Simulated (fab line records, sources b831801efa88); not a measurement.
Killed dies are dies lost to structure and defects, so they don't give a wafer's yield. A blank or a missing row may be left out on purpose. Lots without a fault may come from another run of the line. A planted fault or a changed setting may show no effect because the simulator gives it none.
One fault seen from 2 desks | flow sky130 | each desk has only its own numbers; what lay behind them comes last

THE METROLOGY DESK
What the gauges read, lot by lot, whatever tool the lot ran on: means of the sampled wafers that have a number. A lot is out of limits, marked OUT, if its mean lies more than 4 standard deviations from the usual mean; the brackets give that distance.
Columns: A = LOCAL_INTERCONNECT_TIN_RS at SKY_LOCAL_INTERCONNECT_RS_MEAS_01, usual 14.08 ohm/sq; B = CONTACT_CVD_00_THK at SKY_CONTACT_THK_MEAS_01, usual 74.9 nm; C = cd_nm at SKY_CONTACT_CD_MEAS_14, usual 170.0 nm
lot  | first seen here | A     | B               | C
L566 | day 29 06:23    | 14.05 | 75.0            | 170.7
L567 | day 29 19:38    | 14.11 | 75.0            | 170.5
L572 | day 31 04:51    | 14.18 | 74.4            | 170.1
L575 | day 32 19:07    | 14.12 | 69.1 (-6.3) OUT | 170.3
L578 | day 33 20:10    | 14.15 | 68.3 (-7.2) OUT | 167.5
L580 | day 34 08:21    | 14.02 | 74.8            | 168.0
L581 | day 34 16:25    | 14.13 | 74.3            | 169.0
L583 | day 35 08:38    | 14.28 | 73.9            | 167.8
L586 | day 35 21:20    | 13.83 | 74.9            | 173.1
L587 | day 36 03:24    | 13.89 | 74.6            | 169.7
L588 | day 36 13:41    | 14.11 | 74.4            | 169.7
L589 | day 36 14:38    | 14.21 | 75.2            | 172.5
This desk's finding: out of limits on L575, L578; first on L575, day 33 22:41 (CONTACT_CVD_00_THK at SKY_CONTACT_THK_MEAS_01). In limits: L566, L567, L572, L580, L581, L583, L586, L587, L588, L589.

THE TOOL OWNER'S DESK: pecvd-02
The tool's own readings at SKY_CONTACT_CVD_00 (deposits Si3N4, target thk 75 nm): means of the sampled wafers that have a number, for each lot that ran on this tool. A lot is out of limits, marked OUT, if its mean lies more than 4 standard deviations from the usual mean; the brackets give that distance.
Columns: A = heater_power_w at SKY_CONTACT_CVD_00, usual 779 W
lot  | first seen here | A
L567 | day 31 00:00    | 853
L572 | day 32 09:24    | 874
L575 | day 33 22:38    | 768
L578 | day 34 22:54    | 911
L587 | day 37 06:20    | 826
L589 | day 37 17:41    | 909
This desk's finding: nothing out of limits on any of the 6 lots.

PUT TOGETHER
The metrology desk could have raised an alarm at day 33 22:41, on L575, L578.
The tool owner's desk saw nothing out of limits.
The tool owner's desk has L575, L578 on record, within its limits.
Of the lots named, all ran SKY_CONTACT_CVD_00 on pecvd-02.

WHAT THE SIMULATOR HAD PUT IN
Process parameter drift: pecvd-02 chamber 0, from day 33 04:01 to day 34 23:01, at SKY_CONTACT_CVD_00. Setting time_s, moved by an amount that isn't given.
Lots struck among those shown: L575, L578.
Hours from the fault's start to each desk's first reading out of limits: the metrology desk, 19.
